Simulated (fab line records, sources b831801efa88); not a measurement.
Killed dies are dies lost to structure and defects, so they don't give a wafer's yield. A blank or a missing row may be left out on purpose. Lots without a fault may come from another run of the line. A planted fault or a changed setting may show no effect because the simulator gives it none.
A struck lot beside a sound one | flow sky130 | 15 steps out of a route of 708
Sound: wafers L745.1, L745.3, L745.6. Struck: wafers L749.1, L749.2, L749.4. The cause comes at the end.
At each step with rows: each side's tool, then ch and its chambers, then its first start. Under that, the readings that differ: sound wafers | struck wafers | difference of the means | sigmas: that difference in standard deviations of wafers without a fault.
alike: readings whose means differ by less than 2 such deviations, and words and numbers that are the same on both sides. not compared: withheld readings, readings that some wafer has no value for, bounds like >300 that may hide the same value, and numbers for which the record gives no deviation and whose values overlap.
The two part at a step that has a row with sigmas, a row that says differs or no value, or rows on one side only. Numbers that don't overlap but have no deviation are shown without sigmas and don't part them. A reading that every wafer of one side lacks parts them only if that side has two wafers or more.

SKY_SONOS_ONO_THK_MEAS_03:
  sound on film_metro-01, day 11 16:01; struck on film_metro-03, day 12 21:01
  reading                   | sound             | struck            | difference | sigmas
  SONOS_ONO_CVD_02_THK (nm) | 10.36 10.27 10.16 | 10.57 10.51 10.60 | +0.30      | +2
then, 1 step without rows for these wafers: SKY_SONOS_ONO_CVD_04 (deposits SiO2 from SiH4/N2O, target thk 5.7199 nm).
SKY_SONOS_ONO_THK_MEAS_05:
  sound on film_metro-02, day 11 17:19; struck on film_metro-02, day 13 02:13
  alike: SONOS_ONO_CVD_04_THK
then, 7 steps without rows for these wafers: SKY_SONOS_ONO_DEHYDRATE_06 (time 60 s); SKY_SONOS_ONO_HMDS_07 (prime time 60 s); SKY_SONOS_ONO_COAT_08 (resist thk 1140 nm); SKY_SONOS_ONO_SOFTBAKE_09 (time 60 s); SKY_SONOS_ONO_EXPOSE_10 (exposes mask ONOM, target cd 410 nm); SKY_SONOS_ONO_PEB_11; SKY_SONOS_ONO_DEVELOP_12 (develop time 60 s).
SKY_SONOS_ONO_CD_MEAS_13: target cd 410 nm.
  sound on cd_sem-01, day 12 16:50; struck on cd_sem-02, day 14 03:49
  alike: cd_nm
SKY_SONOS_ONO_OVL_MEAS_14:
  sound on overlay-01, day 12 16:58; struck on overlay-01, day 14 03:56
  reading            | sound       | struck         | difference | sigmas
  SONOS_ONO_OVL (nm) | 1.3 1.3 1.9 | -0.9 -1.2 -0.8 | -2.5       | -2
SKY_SONOS_ONO_ETCH_15: etches the open film in CHF3/O2, target depth 19.52 nm, time 7.8 s.
  sound on rie_diel-04 ch 0,1,3, day 12 17:00; struck on rie_diel-04 ch 1,2,3, day 14 03:58
  reading                                        | sound             | struck           | difference | sigmas
  model.SONOS_ONO.feature_depth_nm (nm)          | 19.86 19.72 20.35 | 9.134 9.181 9.06 | -10.852    |
  model.etch.depth_nm (nm)                       | 19.86 19.72 20.35 | 9.134 9.181 9.06 | -10.852    |
  model.NOVOLAK_of_SONOS_ONO_COAT_08.thk_nm (nm) | 1126 1132 1127    | 1134 1133 1138   | +7         |
  alike: drypump_motor_current_A, oes_product_au, throttle_valve_pct
  not compared: rf_hours_counter_h
then, 1 step without rows for these wafers: SKY_SONOS_ONO_WET_ETCH_16 (etches SiO2 in dHF, target depth 14 nm, time 280 s).
-- the record jumps here: 33 days lie between the struck wafers' starts before and after (it left off in module SONOS_ONO and takes up again in module PAD_OPEN, whose first step shown is number 708 of the route) --
SKY_PAD_OPEN_PROBE_99:
  sound on prober-02, day 45 17:51; struck on prober-02, day 46 22:57
  reading                                | sound                        | struck                        | difference | sigmas
  model.etest.nfet_16v.r_on_ohm_um       | 1.414e+04 1.42e+04 1.428e+04 | 1.837e+04 1.861e+04 1.842e+04 | +4.260e+03 |
  model.etest.pfet_g5v0d10v5.r_on_ohm_um | 4882 4810 4953               | 5454 5445 5480                | +578       |
  model.etest.nfet_g5v0d10v5.r_on_ohm_um | 1928 1930 1926               | 2480 2497 2503                | +565       |
  model.etest.tip_sonos.rs_ohm_sq        | 2640 2696 2699               | 2798 2870 2881                | +171       |
  model.etest.nfet_g5v0d10v5.drive_ua_um | 591.5 587 587.5              | 399.3 391 394.2               | -193.8     |
  model.etest.nfet_05v0_nvt.drive_ua_um  | 561.5 563.4 564.1            | 419.1 414.8 421               | -144.7     |
  model.etest.nfet_16v.drive_ua_um       | 217.6 217.2 214.9            | 131.4 128.6 131.1             | -86.2      |
  alike: killed_at_M0_to_M3, killed_at_M4_up, killed_at_contacts, killed_at_front_end, killed_at_other, killed_dies, killed_open, killed_short
  not compared: model.etest.pfet_16v.r_on_ohm_um

WHERE THEY PART
First at SKY_SONOS_ONO_THK_MEAS_03; last, within this record, at SKY_SONOS_ONO_OVL_MEAS_14. Later steps at which nothing parts them and some readings are alike: SKY_SONOS_ONO_ETCH_15, SKY_PAD_OPEN_PROBE_99.

WHY: what the simulator had put in
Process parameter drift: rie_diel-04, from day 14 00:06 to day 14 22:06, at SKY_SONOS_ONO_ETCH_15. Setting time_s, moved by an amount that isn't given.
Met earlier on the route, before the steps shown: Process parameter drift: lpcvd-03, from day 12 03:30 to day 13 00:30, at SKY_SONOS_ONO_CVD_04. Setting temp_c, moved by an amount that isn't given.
